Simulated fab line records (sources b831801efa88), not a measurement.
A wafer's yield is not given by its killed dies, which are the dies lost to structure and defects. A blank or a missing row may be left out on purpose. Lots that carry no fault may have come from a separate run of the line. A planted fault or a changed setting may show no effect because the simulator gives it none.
Which of the tools did it? -- flow gf180mcu -- Sampling: 24 lots, 72 wafers, 3 of 602 route steps

## WHAT THE GAUGES SHOWED, per wafer
GF_M2_RS_MEAS_05: uses a four-point probe to measure. Usual: M2_ALCU_RS gives 0.0697 ohm/sq (standard deviation 0.00075).
lot,measured,on,M2_ALCU_RS (ohm/sq),flag
L074,day 20 07:14,film-metro-03,0.0695 0.0678 0.0692,
L075,day 20 19:52,film-metro-01,0.0709 0.0696 0.0699,
L076,day 20 23:12,film-metro-01,0.0692 0.0695 0.0698,
L077,day 21 12:39,film-metro-04,0.0700 0.0705 0.0704,
L078,day 22 00:28,film-metro-01,0.0677 0.0693 0.0683,
L079,day 22 12:57,film-metro-04,0.0706 0.0710 0.0699,
L080,day 22 14:38,film-metro-01,0.0692 0.0689 0.0690,
L081,day 22 20:39,film-metro-03,0.0683 0.0689 0.0698,
L082,day 23 05:42,film-metro-03,0.0707 0.0696 0.0696,
L083,day 23 10:42,film-metro-03,0.0695 0.0686 0.0689,
L084,day 23 18:07,film-metro-04,0.0701 0.0695 0.0712,
L085,day 24 00:05,film-metro-04,0.0694 0.0696 0.0707,
L086,day 24 13:54,film-metro-03,0.0707 0.0694 0.0696,
L087,day 24 19:46,film-metro-03,0.0704 0.0693 0.0700,
L088,day 25 03:37,film-metro-03,0.0698 0.0700 0.0696,
L089,day 25 06:20,film-metro-03,0.0701 0.0705 0.0691,
L090,day 25 17:40,film-metro-01,0.0706 0.0708 0.0698,
L091,day 26 02:55,film-metro-03,0.0698 0.0695 0.0694,
L092,day 26 10:30,film-metro-04,0.0687 0.0693 0.0696,
L093,day 26 12:01,film-metro-04,0.0690 0.0692 0.0688,
L094,day 26 18:36,film-metro-04,0.0718 0.0704 0.0700,
L095,day 27 01:16,film-metro-03,0.0695 0.0695 0.0697,
L096,day 27 09:30,film-metro-01,0.0700 0.0697 0.0707,
L097,day 27 10:04,film-metro-01,0.0706 0.0696 0.0699,

## WHAT TOOL EACH LOT RAN ON (gives the tool, then ch and the chambers of the sampled wafers, and finally the start)
lot,GF_V1_CVD_02,GF_V1_STRIP_18
L074,"pecvd-01 ch 0,1, day 19 02:51","plasma-asher-01 ch 0,1, day 20 05:47"
L075,"pecvd-01 ch 0,1,2, day 19 15:59","plasma-asher-03 ch 0,1, day 20 18:23"
L076,"pecvd-01 ch 0,2, day 19 19:20","plasma-asher-02 ch 0,1, day 20 21:44"
L077,"pecvd-02 ch 1,2, day 20 09:10","plasma-asher-03 ch 1, day 21 11:10"
L078,"pecvd-04 ch 1,2, day 20 20:43","plasma-asher-03 ch 0,1, day 21 23:00"
L079,"pecvd-04 ch 0,2, day 21 09:21","plasma-asher-03 ch 1, day 22 11:29"
L080,"pecvd-01 ch 0,2, day 21 11:23","plasma-asher-03 ch 0,1, day 22 13:11"
L081,"pecvd-02 ch 0,2, day 21 17:38","plasma-asher-01 ch 0,1, day 22 19:11"
L082,"pecvd-02 ch 1,2, day 22 03:11","plasma-asher-02 ch 0,1, day 23 04:14"
L083,"pecvd-01 ch 0,2, day 22 07:40","plasma-asher-01 ch 0,1, day 23 09:14"
L084,"pecvd-04 ch 0,1,2, day 22 15:31","plasma-asher-03 ch 0, day 23 16:26"
L085,"pecvd-02 ch 0,1, day 22 21:35","plasma-asher-02 ch 0,1, day 23 22:38"
L086,"pecvd-02 ch 0,2, day 23 12:11","plasma-asher-02 ch 0,1, day 24 12:26"
L087,"pecvd-01 ch 0,2, day 23 17:08","plasma-asher-03 ch 0,1, day 24 18:17"
L088,"pecvd-02 ch 1,2, day 24 01:05","plasma-asher-03 ch 0,1, day 25 02:08"
L089,"pecvd-01 ch 0,1,2, day 24 04:31","plasma-asher-02 ch 0,1, day 25 04:53"
L090,"pecvd-04 ch 0,2, day 24 16:05","plasma-asher-02 ch 0,1, day 25 16:11"
L091,"pecvd-01 ch 0,1,2, day 25 01:14","plasma-asher-03 ch 0,1, day 26 01:26"
L092,"pecvd-01 ch 0,1,2, day 25 09:07","plasma-asher-03 ch 0,1, day 26 09:02"
L093,"pecvd-02 ch 0,1, day 25 10:48","plasma-asher-01 ch 0,1, day 26 10:32"
L094,"pecvd-01 ch 1,2, day 25 17:46","plasma-asher-02 ch 0, day 26 17:08"
L095,"pecvd-01 ch 0,2, day 26 00:41","plasma-asher-02 ch 0,1, day 26 23:47"
L096,"pecvd-04 ch 0,1,2, day 26 08:51","plasma-asher-02 ch 0,1, day 27 08:02"
L097,"pecvd-02 ch 1,2, day 26 08:59","plasma-asher-02 ch 0,1, day 27 08:37"
- GF_V1_CVD_02: deposits SiO2 from TEOS, target thk 850 nm, time 94.851 s.
- GF_V1_STRIP_18: strips in O2/N2.

## AS READ BY THE TOOLS THEMSELVES (means over the sampled wafers that have a number; for cases with no such wafer, the mark the record gives instead)
GF_V1_CVD_02. Usual: heater-power-w 717 W, standard deviation 73.
lot,tool,heater-power-w (W),flag
L074,pecvd-01,768,
L075,pecvd-01,705,
L076,pecvd-01,713,
L077,pecvd-02,665,
L078,pecvd-04,803,
L079,pecvd-04,680,
L080,pecvd-01,714,
L081,pecvd-02,736,
L082,pecvd-02,749,
L083,pecvd-01,715,
L084,pecvd-04,671,
L085,pecvd-02,710,
L086,pecvd-02,661,
L087,pecvd-01,700,
L088,pecvd-02,764,
L089,pecvd-01,694,
L090,pecvd-04,688,
L091,pecvd-01,702,
L092,pecvd-01,645,
L093,pecvd-02,736,
L094,pecvd-01,701,
L095,pecvd-01,709,
L096,pecvd-04,660,
L097,pecvd-02,798,

GF_V1_STRIP_18. Usual: chamber-pressure-mTorr 1499.9 mTorr, standard deviation 1.4; drypump-motor-current-A 5.46 A, standard deviation 0.24; heater-power-w 349 W, standard deviation 44; n2-flow-sccm 299.9 sccm, standard deviation 0.92; oes-product-au 0.591 a.u., standard deviation 0.0049; platen-temp-c 250.00 C, standard deviation 0.2.
lot,tool,chamber-pressure-mTorr (mTorr),drypump-motor-current-A (A),heater-power-w (W),n2-flow-sccm (sccm),oes-product-au (a.u.),platen-temp-c (C),flag
L074,plasma-asher-01,1499.6,5.57,415,300.4,0.596,250.15,
L075,plasma-asher-03,1499.6,5.39,336,299.9,0.589,250.05,
L076,plasma-asher-02,1499.9,5.36,322,300.6,0.593,249.92,
L077,plasma-asher-03,1500.3,5.41,358,300.8,0.589,250.09,
L078,plasma-asher-03,1498.8,5.41,343,299.1,0.591,249.88,
L079,plasma-asher-03,1500.4,5.41,359,298.6,0.584,250.06,
L080,plasma-asher-03,1500.0,5.39,328,299.6,0.594,250.22,
L081,plasma-asher-01,1499.8,5.62,440,300.0,0.591,249.90,
L082,plasma-asher-02,1499.1,5.61,340,299.5,0.595,249.63,
L083,plasma-asher-01,1499.1,5.64,424,299.3,0.594,250.00,
L084,plasma-asher-03,1499.5,5.40,311,299.8,0.587,250.01,
L085,plasma-asher-02,1501.5,5.59,344,299.8,0.591,249.92,
L086,plasma-asher-02,1501.0,5.59,343,300.8,0.587,249.99,
L087,plasma-asher-03,1499.8,5.40,347,299.6,0.589,250.06,
L088,plasma-asher-03,1500.4,5.39,340,299.6,0.590,249.88,
L089,plasma-asher-02,1501.6,5.37,318,300.2,0.592,249.82,
L090,plasma-asher-02,1498.9,5.60,342,300.8,0.593,250.09,
L091,plasma-asher-03,1500.3,5.38,330,299.4,0.599,250.08,
L092,plasma-asher-03,1499.5,5.41,347,300.7,0.594,249.82,
L093,plasma-asher-01,1499.5,5.58,408,300.1,0.593,249.81,
L094,plasma-asher-02,1499.2,5.13,298,299.3,0.589,250.26,
L095,plasma-asher-02,1499.0,5.35,317,299.3,0.590,249.94,
L096,plasma-asher-02,1500.7,5.59,344,300.4,0.591,249.89,
L097,plasma-asher-02,1499.5,5.60,342,299.2,0.591,250.13,

## THE ANSWER, worked out from the rows above alone
Rule: a lot counts as off when the mean over its wafers that have a number is more than 3 standard deviations away from the usual mean. Also off: a lot with no number at a reading for which 4 or more lots have one. Where the step has rows for the other lots, those lots are counted as sound. First the gauges in route order, then the tools' own readings, where a lot's mean is used as printed above. The first step at which some lot is off is used, and at that step the reading that is off furthest; a lot without a number counts as furthest.
No lot is off at any reading shown: from this, nothing can be told.

## WHAT HAD BEEN PUT IN BY THE SIMULATOR
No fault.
